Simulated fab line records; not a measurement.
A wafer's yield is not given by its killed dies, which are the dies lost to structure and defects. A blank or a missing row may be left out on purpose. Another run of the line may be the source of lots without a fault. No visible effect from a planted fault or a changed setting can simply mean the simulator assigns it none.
Comparing a struck lot with a sound one / flow sky130 / 21 out of 708 route steps
Sound: the wafers L302.1, L302.2, L302.4. Struck: wafers L310.2, L310.3, L310.4. The cause is given at the end.
Each step with rows lists, per side, the tool, then ch with its chambers, then its first start. Under that, the readings that differ: sound wafers / struck wafers / difference of the means / sigmas: that difference in standard deviations of wafers without a fault.
alike: readings whose means differ by less than 2 such deviations, and words and numbers that are the same on both sides. not compared: withheld readings, readings that some wafer has no value for, bounds like >300 that may hide the same value, and numbers for which the record gives no deviation and whose values overlap.
A row with sigmas, a row that says differs or no value, or rows on one side alone: a step with any of these is where the two part. When numbers do not overlap yet have no deviation, they are printed without sigmas and do not part them. Lack of a reading on every wafer of one side parts them only where that side has two or more wafers.

SKY_SD_N_RS_MEAS_17: measurement is done with a four-point probe.
  sound on film_metro-02 at day 29 07:34; struck on film_metro-04 at day 32 00:20
  alike: SD_P_RS
SKY_SD_N_RS_MEAS_18: measurement is done with a four-point probe.
  sound on film_metro-02 at day 29 07:41; struck on film_metro-04 at day 32 00:28
  alike: RES_XHIGH_RS
then, 2 steps without rows for these wafers: SKY_SALICIDE_CLEAN_00 (cleans in HF-last, time 30 s); SKY_LI_CONTACT_HDPCVD_00 (deposits PSG, target thk 930 nm, time 155 s).
SKY_LI_CONTACT_THK_MEAS_01:
  sound on film_metro-04 at day 29 07:59; struck on film_metro-04 at day 32 00:41
  alike: LI_CONTACT_HDPCVD_THK
SKY_LI_CONTACT_CMP_02: polishes PSG.
  sound on cmp-01 ch 0,1,3, day 29 08:02; struck on cmp-01 ch 0,1,3, day 32 00:44
  alike: motor_current_A, time_to_endpoint_s
SKY_LI_CONTACT_BOW_MEAS_03:
  sound on film_metro-01 at day 29 08:20; struck on film_metro-02 at day 32 01:04
  alike: LI_CONTACT_BOW
then, 5 steps without rows for these wafers: SKY_LI_CONTACT_DEHYDRATE_04 (time 60 s); SKY_LI_CONTACT_HMDS_05 (prime time 60 s); SKY_LI_CONTACT_COAT_06 (resist thk 60 nm); SKY_LI_CONTACT_COAT_07 (resist thk 450 nm); SKY_LI_CONTACT_SOFTBAKE_08 (time 90 s).
SKY_LI_CONTACT_EXPOSE_09: exposes mask LICM1, target cd 170 nm.
  sound on krf_scanner-02 ch 0, day 29 22:55; struck on krf_scanner-01 ch 0, day 32 16:04
reading=mask; sound=LICM1#0 LICM1#0 LICM1#0; struck=LICM1_R1#0 LICM1_R1#0 LICM1_R1#0; difference=differs; sigmas=
then, 2 steps without rows for these wafers: SKY_LI_CONTACT_PEB_10; SKY_LI_CONTACT_DEVELOP_11 (develop time 60 s).
SKY_LI_CONTACT_CD_MEAS_12: target cd 170 nm.
  sound on cd_sem-01 at day 30 13:37; struck on cd_sem-01 at day 33 04:41
reading=cd_nm (nm); sound=169.8 170.1 169.5; struck=149.1 148.9 149.1; difference=-20.8; sigmas=-16
SKY_LI_CONTACT_OVL_MEAS_13:
  sound on overlay-01 at day 30 13:44; struck on overlay-02 at day 33 04:47
  alike: LI_CONTACT_OVL
SKY_LI_CONTACT_ETCH_14: etches BARC in N2/H2, stops on SiO2, time 45.9 s, target depth 60 nm.
  sound on rie_diel-01 ch 0,2,3, day 30 13:46; struck on rie_diel-03 ch 0,1,2, day 33 04:49
reading=model.LI_CONTACT.cd_nm (nm); sound=170.6 170.8 169.4; struck=149.5 148.7 148.4; difference=-21.4; sigmas=
  alike: drypump_motor_current_A, h2_flow_sccm, oes_product_au, rf_fwd_power_W, throttle_valve_pct
  not compared: rf_hours_counter_h
SKY_LI_CONTACT_ETCH_15: etches PSG in C4F8/O2/Ar, stops on Si, target depth 600 nm.
  sound on rie_diel-01 ch 0,2,3, day 30 13:49; struck on rie_diel-03 ch 0,1,2, day 33 04:52
reading=model.LI_CONTACT.cd_nm (nm); sound=170.7 172.1 169.7; struck=150.2 148.3 148.3; difference=-21.9; sigmas=
  alike: oes_product_au, rf_fwd_power_W
SKY_LI_CONTACT_STRIP_16: strips in O2/N2.
  sound on plasma_asher-01 ch 0,1, day 30 13:54; struck on plasma_asher-03 ch 0,1, day 33 04:57
  alike: drypump_motor_current_A, oes_product_au, strip_time_to_endpoint_s
  not compared: rf_hours_counter_h
-- record jumps: 16 days separate the struck wafers' starts on either side; left off in module LI_CONTACT, taken up again in module PAD_OPEN, whose first shown step is the route's number 708 --
SKY_PAD_OPEN_PROBE_99:
  sound on prober-02 at day 47 08:52; struck on prober-02 at day 49 04:29
reading=killed_at_contacts; sound=30 21 24; struck=28 41 43; difference=+12; sigmas=+2
reading=killed_dies; sound=73 68 92; struck=105 99 115; difference=+29; sigmas=+3
reading=model.etest.licon_pdiff.rc_ohm; sound=570.7 602 591.9; struck=694.4 727.1 706.6; difference=+121.2; sigmas=
reading=model.etest.pfet_g5v0d10v5.r_on_ohm_um; sound=4756 4674 4660; struck=4828 4884 4949; difference=+190; sigmas=
reading=model.etest.pfet_01v8.r_on_ohm_um; sound=2979 2866 2799; struck=3035 3056 2994; difference=+147; sigmas=
reading=model.etest.licon_high_po.rc_ohm; sound=345.9 341 347.3; struck=425.5 417.8 405; difference=+71.4; sigmas=
reading=model.etest.licon_ndiff.rc_ohm; sound=177.2 178.8 187.3; struck=214.3 227.4 220; difference=+39.5; sigmas=
reading=model.etest.nfet_01v8.r_on_ohm_um; sound=829 795.4 800.5; struck=877.3 888.7 862.6; difference=+67.9; sigmas=
reading=model.etest.sonos_uncharged.r_on_ohm_um; sound=824.5 801.1 807.5; struck=860.5 842.5 836.5; difference=+35.5; sigmas=
reading=model.etest.licon_poly.rc_ohm; sound=146.8 148.8 153.2; struck=182 189.8 183.5; difference=+36; sigmas=
  alike: killed_at_M0_to_M3, killed_at_M4_up, killed_at_front_end, killed_at_other, killed_open, killed_short

== WHERE THEY PART ==
Last at SKY_PAD_OPEN_PROBE_99 as far as this record goes, first at SKY_LI_CONTACT_EXPOSE_09.

WHY: the cause the simulator had injected
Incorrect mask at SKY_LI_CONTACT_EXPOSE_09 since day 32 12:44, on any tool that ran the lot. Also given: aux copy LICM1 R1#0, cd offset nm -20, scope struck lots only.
